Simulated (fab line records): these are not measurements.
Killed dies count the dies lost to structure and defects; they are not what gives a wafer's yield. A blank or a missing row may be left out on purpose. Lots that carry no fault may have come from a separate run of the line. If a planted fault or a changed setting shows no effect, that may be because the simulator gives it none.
fab line records | flow sky130
[record] lots = 15 | wafers = 45 | last-day = 50
route steps=708 shown LDD_N@254 LDD_HVP@287 LDD_LDN@300 POLY_CUT@316
lots that met no fault: taken from a fault-free run of the same line
start-h: start of the lot's first displayed wafer, in hours after the record's first day | wait-h: how many hours have passed since the lot's step before this one | " repeats the value in the row above | L1.1+2: a single row standing in for several wafers | - either no value or no given start | * or withheld: withheld | < > ~ a bound
route shown NAME@n: names a module that has steps shown in the file, with the first one's number in the route | usual: mean/standard deviation taken from wafers without a fault | same: alike in all rows | chamber/n: place in a boat | sites: each site's reading | _std_site: standard deviation of those values | _edge_site: the outer-site mean with the inner-site mean subtracted | radius-mm: how far each site lies from the wafer's centre | mask NAME#n: copy n | behind: the last tool/chamber to shape the wafer | hold: reason for holding the lot/hours on hold/outcome of the hold | device: whichever transistor did not switch (one of n, p or np) | end of line: tests of these same wafers at the route's end | where a step has no rows: the recipe by itself | killed: count of dies lost to structure and defects at first sort (not the wafer's yield) | map: a wafer's dies, marking killed ones x, the rest . and places with no die _
set.NAME: the setting the step ran with; set.NAME@STEP: the setting that earlier step ran with | model.NAME: the simulator's own value behind a step, which no gauge read
route steps across a sampled set of lots; one table per step, one row per wafer
services: a tool's chamber out of use, with start hour (start-h, from the record's first day; less than 0 if before it), hours out, and reason
[[steps]]
[step SKY_LDD_N_TW_MEAS_17]
[usual] LDD_N_TW = 2577/17
lot.wafer | tool          | chamber | start-h | wait-h | LDD_N_TW
L337.2    | film-metro-03 | -       | 406.20  | 0.1    | 2554
L337.3    | "             | -       | "       | "      | 2557
L337.6    | "             | -       | "       | "      | 2570
L338.1    | film-metro-01 | -       | 412.24  | 0.1    | 2568
L338.4    | "             | -       | "       | "      | 2556
L338.6    | "             | -       | "       | "      | 2564
L339.4    | film-metro-01 | -       | 422.07  | 0.1    | 2554
L339.5    | "             | -       | "       | "      | 2556
L339.6    | "             | -       | "       | "      | 2567
L343.2    | film-metro-02 | -       | 458.00  | 0.1    | 2561
L343.3    | "             | -       | "       | "      | 2578
L343.6    | "             | -       | "       | "      | 2579
L344.1    | film-metro-01 | -       | 476.59  | 0.1    | 2557
L344.2    | "             | -       | "       | "      | 2583
L344.3    | "             | -       | "       | "      | 2566
L345.2    | film-metro-03 | -       | 486.35  | 0.1    | 2599
L345.3    | "             | -       | "       | "      | 2594
L345.5    | "             | -       | "       | "      | 2583
L346.1    | film-metro-02 | -       | 496.44  | 0.1    | 2591
L346.3    | "             | -       | "       | "      | 2571
L346.5    | "             | -       | "       | "      | 2581
L347.1    | film-metro-02 | -       | 498.24  | 0.1    | 2576
L347.3    | "             | -       | "       | "      | 2599
L347.6    | "             | -       | "       | "      | 2565
L348.3    | film-metro-03 | -       | 498.26  | 0.1    | 2593
L348.4    | "             | -       | "       | "      | 2587
L348.6    | "             | -       | "       | "      | 2586
L349.1    | film-metro-03 | -       | 518.24  | 0.1    | 2600
L349.4    | "             | -       | "       | "      | 2587
L349.6    | "             | -       | "       | "      | 2583
L350.3    | film-metro-03 | -       | 528.21  | 0.1    | 2604
L350.5    | "             | -       | "       | "      | 2622
L350.6    | "             | -       | "       | "      | 2611
L353.2    | film-metro-02 | -       | 554.80  | 0.1    | 2589
L353.3    | "             | -       | "       | "      | 2592
L353.5    | "             | -       | "       | "      | 2593
L357.3    | film-metro-03 | -       | 589.61  | 0.1    | 2600
L357.4    | "             | -       | "       | "      | 2592
L357.5    | "             | -       | "       | "      | 2592
L358.3    | film-metro-03 | -       | 591.66  | 0.1    | 2597
L358.4    | "             | -       | "       | "      | 2612
L358.6    | "             | -       | "       | "      | 2598
L359.2    | film-metro-03 | -       | 603.70  | 0.1    | 2598
L359.5    | "             | -       | "       | "      | 2587
L359.6    | "             | -       | "       | "      | 2596
[step SKY_LDD_HVP_STRIP_09]
[recipe] chemistry = O2/N2 | power-w = 1400 | pressure-mtorr = 1500 | platen-temp-c = withheld | o2-flow-sccm = 3000 | n2-flow-sccm = 300 | overash-fraction = 0.5
[usual] drypump-motor-current-A = 5.45/0.3 | oes-product-au = 0.408/0.0044 | strip-time-to-endpoint-s = 4.128/0.015
[same] overash-fraction = 0.5
lot.wafer | tool            | chamber | start-h | wait-h | drypump-motor-current-A | oes-product-au | rf-hours-counter-h | strip-time-to-endpoint-s
L337.2    | plasma-asher-04 | 0       | 497.69  | 0.1    | 5.73                    | 0.404          | 75                 | 4.121
L337.3    | "               | 0       | "       | "      | 5.70                    | 0.407          | -                  | 4.139
L337.6    | "               | 0       | "       | "      | 5.69                    | 0.405          | -                  | 4.118
L338.1    | plasma-asher-03 | 1       | 504.47  | 0.1    | 5.28                    | 0.407          | 7                  | 4.139
L338.4    | "               | 0       | "       | "      | 5.57                    | 0.414          | -                  | 4.146
L338.6    | "               | 0       | "       | "      | 5.60                    | 0.408          | -                  | 4.120
L339.4    | plasma-asher-02 | 1       | 514.13  | 0.1    | 5.06                    | 0.405          | -                  | 4.118
L339.5    | "               | 0       | "       | "      | 5.29                    | 0.411          | -                  | 4.126
L339.6    | "               | 1       | "       | "      | 5.05                    | 0.411          | -                  | 4.119
L343.2    | plasma-asher-02 | 1       | 549.64  | 0.1    | 5.08                    | 0.412          | 74                 | 4.112
L343.3    | "               | 1       | "       | "      | 5.09                    | 0.412          | -                  | 4.138
L343.6    | "               | 1       | "       | "      | 5.09                    | 0.409          | -                  | 4.113
L344.1    | plasma-asher-03 | 1       | 567.57  | 0.1    | 5.28                    | 0.405          | 16                 | 4.139
L344.2    | "               | 0       | "       | "      | 5.58                    | 0.415          | 16                 | 4.122
L344.3    | "               | 0       | "       | "      | 5.60                    | 0.407          | -                  | 4.128
L345.2    | plasma-asher-03 | 0       | 578.84  | 0.1    | 5.60                    | 0.407          | 17                 | 4.098
L345.3    | "               | 1       | "       | "      | 5.31                    | 0.416          | -                  | 4.103
L345.5    | "               | 1       | "       | "      | 5.33                    | 0.416          | -                  | 4.123
L346.1    | plasma-asher-03 | 1       | 586.87  | 0.1    | 5.30                    | 0.409          | 19                 | 4.144
L346.3    | "               | 1       | "       | "      | 5.24                    | 0.406          | -                  | 4.148
L346.5    | "               | 1       | "       | "      | 5.26                    | 0.408          | -                  | 4.166
L348.3    | plasma-asher-03 | 0       | 588.40  | 0.1    | 5.58                    | 0.403          | -                  | 4.121
L348.4    | "               | 1       | "       | "      | 5.33                    | 0.409          | -                  | 4.123
L348.6    | "               | 1       | "       | "      | 5.29                    | 0.413          | -                  | 4.121
L347.1    | plasma-asher-03 | 1       | 588.74  | 0.1    | 5.28                    | 0.411          | 20                 | 4.143
L347.3    | "               | 0       | "       | "      | 5.59                    | 0.408          | -                  | 4.150
L347.6    | "               | 0       | "       | "      | 5.60                    | 0.419          | -                  | 4.151
L349.1    | plasma-asher-03 | 0       | 610.39  | 0.1    | 5.60                    | 0.411          | 23                 | 4.124
L349.4    | "               | 1       | "       | "      | 5.26                    | 0.399          | -                  | 4.118
L349.6    | "               | 0       | "       | "      | 5.57                    | 0.411          | -                  | 4.121
L350.3    | plasma-asher-02 | 1       | 617.43  | 0.1    | 5.08                    | 0.405          | -                  | 4.116
L350.5    | "               | 1       | "       | "      | 5.07                    | 0.407          | -                  | 4.128
L350.6    | "               | 0       | "       | "      | 5.28                    | 0.411          | -                  | 4.118
L353.2    | plasma-asher-03 | 1       | 643.49  | 0.1    | 5.31                    | 0.403          | 27                 | 4.118
L353.3    | "               | 1       | "       | "      | 5.30                    | 0.407          | -                  | 4.139
L353.5    | "               | 1       | "       | "      | 5.27                    | 0.413          | -                  | 4.128
L357.3    | plasma-asher-02 | 0       | 675.67  | 0.1    | 5.28                    | 0.406          | -                  | 4.127
L357.4    | "               | 1       | "       | "      | 5.10                    | 0.405          | -                  | 4.126
L357.5    | "               | 1       | "       | "      | 5.10                    | 0.408          | -                  | 4.148
L358.3    | plasma-asher-03 | 1       | 678.20  | 0.1    | 5.27                    | 0.412          | -                  | 4.131
L358.4    | "               | 0       | "       | "      | 5.57                    | 0.407          | -                  | 4.128
L358.6    | "               | 1       | "       | "      | 5.35                    | 0.416          | -                  | 4.148
L359.2    | plasma-asher-02 | 0       | 688.82  | 0.1    | 5.23                    | 0.414          | 88                 | 4.110
L359.5    | "               | 0       | "       | "      | 5.25                    | 0.405          | -                  | 4.145
L359.6    | "               | 1       | "       | "      | 5.07                    | 0.402          | -                  | 4.148
[step SKY_LDD_LDN_IMPLANT_11]
[recipe] species = As | energy-kev = 15 | dose-cm2 = 1.25e+13 | tilt-deg = withheld | rotation-deg = 293
[usual] beam-energy-keV = 15.001/0.0047 | beam-on-s = 10.00/0.21 | implant-ion-amu = 75/0
lot.wafer | tool         | chamber | start-h | wait-h | beam-energy-keV | beam-on-s | implant-ion-amu
L337.2    | implanter-02 | 0       | 528.42  | 0.1    | 14.998          | 9.87      | 75
L337.3    | "            | 0       | "       | "      | 15.003          | 10.07     | 75
L337.6    | "            | 0       | "       | "      | 14.994          | 10.06     | 75
L338.1    | implanter-03 | 0       | 534.99  | 0.1    | 15.009          | 10.43     | 75
L338.4    | "            | 0       | "       | "      | 15.004          | 10.07     | 75
L338.6    | "            | 0       | "       | "      | 15.003          | 10.43     | 75
L339.4    | implanter-01 | 0       | 544.82  | 0.1    | 14.990          | 9.95      | 75
L339.5    | "            | 0       | "       | "      | 14.995          | 9.91      | 75
L339.6    | "            | 0       | "       | "      | 14.993          | 9.92      | 75
L343.2    | implanter-02 | 0       | 580.97  | 0.1    | 15.002          | 10.46     | 75
L343.3    | "            | 0       | "       | "      | 15.002          | 9.75      | 75
L343.6    | "            | 0       | "       | "      | 15.008          | 10.19     | 75
L344.1    | implanter-02 | 0       | 597.74  | 0.1    | 14.999          | 9.84      | 75
L344.2    | "            | 0       | "       | "      | 15.001          | 9.59      | 75
L344.3    | "            | 0       | "       | "      | 14.999          | 9.80      | 75
L345.2    | implanter-03 | 0       | 609.17  | 0.1    | 15.003          | 10.07     | 75
L345.3    | "            | 0       | "       | "      | 15.003          | 10.08     | 75
L345.5    | "            | 0       | "       | "      | 15.001          | 10.16     | 75
L346.1    | implanter-03 | 0       | 616.64  | 0.1    | 15.002          | 9.81      | 75
L346.3    | "            | 0       | "       | "      | 15.003          | 10.04     | 75
L346.5    | "            | 0       | "       | "      | 15.005          | 10.14     | 75
L348.3    | implanter-02 | 0       | 618.19  | 0.1    | 14.997          | 9.97      | 75
L348.4    | "            | 0       | "       | "      | 15.002          | 10.00     | 75
L348.6    | "            | 0       | "       | "      | 14.996          | 9.94      | 75
L347.1    | implanter-03 | -       | 618.64  | 0.1    | -               | -         | -
L347.3    | "            | -       | "       | "      | -               | -         | -
L347.6    | "            | -       | "       | "      | -               | -         | -
L349.1    | implanter-01 | -       | 639.64  | 0.1    | -               | -         | -
L349.4    | "            | -       | "       | "      | -               | -         | -
L349.6    | "            | -       | "       | "      | -               | -         | -
L350.3    | implanter-03 | -       | 646.74  | 0.1    | -               | -         | -
L350.5    | "            | -       | "       | "      | -               | -         | -
L350.6    | "            | -       | "       | "      | -               | -         | -
L353.2    | implanter-02 | 0       | 672.32  | 0.1    | 15.004          | 9.90      | 75
L353.3    | "            | 0       | "       | "      | 15.003          | 10.27     | 75
L353.5    | "            | 0       | "       | "      | 15.004          | 9.68      | 75
L357.3    | implanter-03 | 0       | 704.04  | 0.1    | 15.006          | 10.21     | 75
L357.4    | "            | 0       | "       | "      | 14.992          | 9.92      | 75
L357.5    | "            | 0       | "       | "      | 15.001          | 10.03     | 75
L358.3    | implanter-01 | 0       | 707.09  | 0.1    | 14.999          | 9.69      | 75
L358.4    | "            | 0       | "       | "      | 15.000          | 9.87      | 75
L358.6    | "            | 0       | "       | "      | 15.003          | 10.09     | 75
L359.2    | implanter-03 | 0       | 717.12  | 0.1    | 14.999          | 9.68      | 75
L359.5    | "            | 0       | "       | "      | 15.003          | 10.23     | 75
L359.6    | "            | 0       | "       | "      | 15.005          | 10.12     | 75
[step SKY_LDD_LDN_TW_MEAS_13]
[usual] LDD_LDN_TW = 1472/9.4
lot.wafer | tool          | chamber | start-h | wait-h | LDD_LDN_TW
L337.2    | film-metro-01 | -       | 528.65  | 0.1    | 1459
L337.3    | "             | -       | "       | "      | 1465
L337.6    | "             | -       | "       | "      | 1467
L338.1    | film-metro-01 | -       | 535.24  | 0.1    | 1464
L338.4    | "             | -       | "       | "      | 1467
L338.6    | "             | -       | "       | "      | 1469
L339.4    | film-metro-01 | -       | 545.02  | 0.1    | 1471
L339.5    | "             | -       | "       | "      | 1465
L339.6    | "             | -       | "       | "      | 1472
L343.2    | film-metro-01 | -       | 581.20  | 0.1    | 1472
L343.3    | "             | -       | "       | "      | 1474
L343.6    | "             | -       | "       | "      | 1459
L344.1    | film-metro-01 | -       | 597.99  | 0.1    | 1470
L344.2    | "             | -       | "       | "      | 1474
L344.3    | "             | -       | "       | "      | 1468
L345.2    | film-metro-01 | -       | 609.40  | 0.1    | 1457
L345.3    | "             | -       | "       | "      | 1464
L345.5    | "             | -       | "       | "      | 1458
L346.1    | film-metro-02 | -       | 616.89  | 0.1    | 1488
L346.3    | "             | -       | "       | "      | 1483
L346.5    | "             | -       | "       | "      | 1471
L348.3    | film-metro-03 | -       | 618.41  | 0.1    | 1475
L348.4    | "             | -       | "       | "      | 1477
L348.6    | "             | -       | "       | "      | 1473
L347.1    | film-metro-01 | -       | 618.89  | 0.1    | 1337
L347.3    | "             | -       | "       | "      | 1339
L347.6    | "             | -       | "       | "      | 1332
L349.1    | film-metro-01 | -       | 639.89  | 0.1    | 1348
L349.4    | "             | -       | "       | "      | 1349
L349.6    | "             | -       | "       | "      | 1341
L350.3    | film-metro-01 | -       | 646.96  | 0.1    | 1346
L350.5    | "             | -       | "       | "      | 1356
L350.6    | "             | -       | "       | "      | 1359
L353.2    | film-metro-01 | -       | 672.55  | 0.1    | 1463
L353.3    | "             | -       | "       | "      | 1454
L353.5    | "             | -       | "       | "      | 1467
L357.3    | film-metro-02 | -       | 704.26  | 0.1    | 1479
L357.4    | "             | -       | "       | "      | 1477
L357.5    | "             | -       | "       | "      | 1482
L358.3    | film-metro-03 | -       | 707.31  | 0.1    | 1481
L358.4    | "             | -       | "       | "      | 1481
L358.6    | "             | -       | "       | "      | 1493
L359.2    | film-metro-01 | -       | 717.35  | 0.1    | 1474
L359.5    | "             | -       | "       | "      | 1464
L359.6    | "             | -       | "       | "      | 1469
[step SKY_POLY_CUT_OVL_MEAS_09]
[usual] POLY_CUT_OVL = -1/4.7
lot.wafer | tool       | chamber | start-h | wait-h | POLY_CUT_OVL[nm]
L337.2    | overlay-02 | -       | 562.53  | 0.1    | -2
L337.3    | "          | -       | "       | "      | -1
L337.6    | "          | -       | "       | "      | 1
L338.1    | overlay-02 | -       | 566.93  | 0.1    | 5
L338.4    | "          | -       | "       | "      | 3
L338.6    | "          | -       | "       | "      | -4
L339.4    | overlay-02 | -       | 576.94  | 0.1    | -3
L339.5    | "          | -       | "       | "      | -10
L339.6    | "          | -       | "       | "      | -8
L343.2    | overlay-02 | -       | 613.06  | 0.1    | 10
L343.3    | "          | -       | "       | "      | 2
L343.6    | "          | -       | "       | "      | -2
L344.1    | overlay-02 | -       | 630.45  | 0.1    | -4
L344.2    | "          | -       | "       | "      | -5
L344.3    | "          | -       | "       | "      | -8
L345.2    | overlay-01 | -       | 639.56  | 0.1    | 2
L345.3    | "          | -       | "       | "      | -5
L345.5    | "          | -       | "       | "      | -4
L346.1    | overlay-01 | -       | 648.68  | 0.1    | -1
L346.3    | "          | -       | "       | "      | 4
L346.5    | "          | -       | "       | "      | 3
L348.3    | overlay-01 | -       | 652.43  | 0.1    | 0
L348.4    | "          | -       | "       | "      | 4
L348.6    | "          | -       | "       | "      | -3
L353.2    | overlay-01 | -       | 702.91  | 0.1    | 2
L353.3    | "          | -       | "       | "      | 3
L353.5    | "          | -       | "       | "      | 3
L357.3    | overlay-02 | -       | 735.19  | 0.1    | 4
L357.4    | "          | -       | "       | "      | 2
L357.5    | "          | -       | "       | "      | 4
L358.3    | overlay-02 | -       | 738.56  | 0.1    | -5
L358.4    | "          | -       | "       | "      | -2
L358.6    | "          | -       | "       | "      | -7
L359.2    | overlay-01 | -       | 746.71  | 0.1    | -5
L359.5    | "          | -       | "       | "      | -1
L359.6    | "          | -       | "       | "      | -7
[[services]]
tool            | chamber | start-h | hours | kind
implanter-03    | -       | 481.39  | 6.9   | repair
implanter-02    | -       | 506.07  | 1.1   | repair
implanter-01    | -       | 522.29  | 0.6   | repair
implanter-02    | -       | 529.94  | 3.9   | pm
plasma-asher-04 | -       | 534.94  | 86.4  | repair
plasma-asher-04 | -       | 539.14  | 4.9   | repair
plasma-asher-02 | -       | 546.82  | 2.8   | pm
plasma-asher-04 | -       | 546.89  | 0.4   | repair
implanter-01    | -       | 547.01  | 21.7  | repair
plasma-asher-02 | -       | 577.61  | 15.6  | pm
implanter-01    | -       | 582.34  | 4.0   | pm
implanter-03    | -       | 583.85  | 6.0   | repair
implanter-03    | -       | 590.25  | 5.2   | pm
implanter-03    | -       | 599.04  | 5.8   | repair
implanter-03    | -       | 635.88  | 1.2   | repair
plasma-asher-04 | -       | 642.61  | 2.4   | repair
implanter-01    | -       | 655.54  | 8.8   | repair
implanter-02    | -       | 663.37  | 5.9   | pm
implanter-03    | -       | 665.81  | 4.2   | repair
implanter-02    | -       | 672.44  | 4.9   | pm
implanter-03    | -       | 674.80  | 4.3   | repair
implanter-02    | -       | 688.67  | 106.7 | pm
implanter-03    | -       | 707.61  | 3.3   | pm
[[key]]
[first-sign] step = SKY_LDD_LDN_IMPLANT_11 | reading = tool-record | direction = missing
[effect] step = SKY_LDD_LDN_TW_MEAS_13 | reading = LDD_LDN_TW | direction = down | sigmas = 14 | usual = 1472 | struck = 1345
met-at SKY_LDD_LDN_IMPLANT_11
struck-lots L347,L349,L350
later-rows-left-out L347.1,L347.3,L347.6,L349.1,L349.4,L349.6,L350.3,L350.5,L350.6
sort-left-out L347.1,L347.3,L347.6,L349.1,L349.4,L349.6,L350.3,L350.5,L350.6
tester-left-out L347,L349,L350
not-acting-at SKY_LDD_N_TW_MEAS_17,SKY_LDD_HVP_STRIP_09,SKY_POLY_CUT_OVL_MEAS_09
onset-between 616.64 618.64
[fault] kind = skipped-step-whole | tool = implanter-01,implanter-03 | chamber = - | onset-h = 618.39 | steps = SKY_LDD_LDN_IMPLANT_11 | scope = struck-lots-only
// tester-left-out: of these lots the tester's yield and bins aren't shown, on N5 and GAA mostly nor the transistor test; their killed dies are dies lost to structure and defects alone, not to doping, threshold or leakage, so they don't give the yield
// sort-left-out: the simulated sort isn't trusted on such a fault, so these wafers' sort isn't shown, and their yield isn't known
// later-rows-left-out: the simulator's readings of these wafers behind a module that went badly wrong aren't trusted and aren't shown, but for the sort
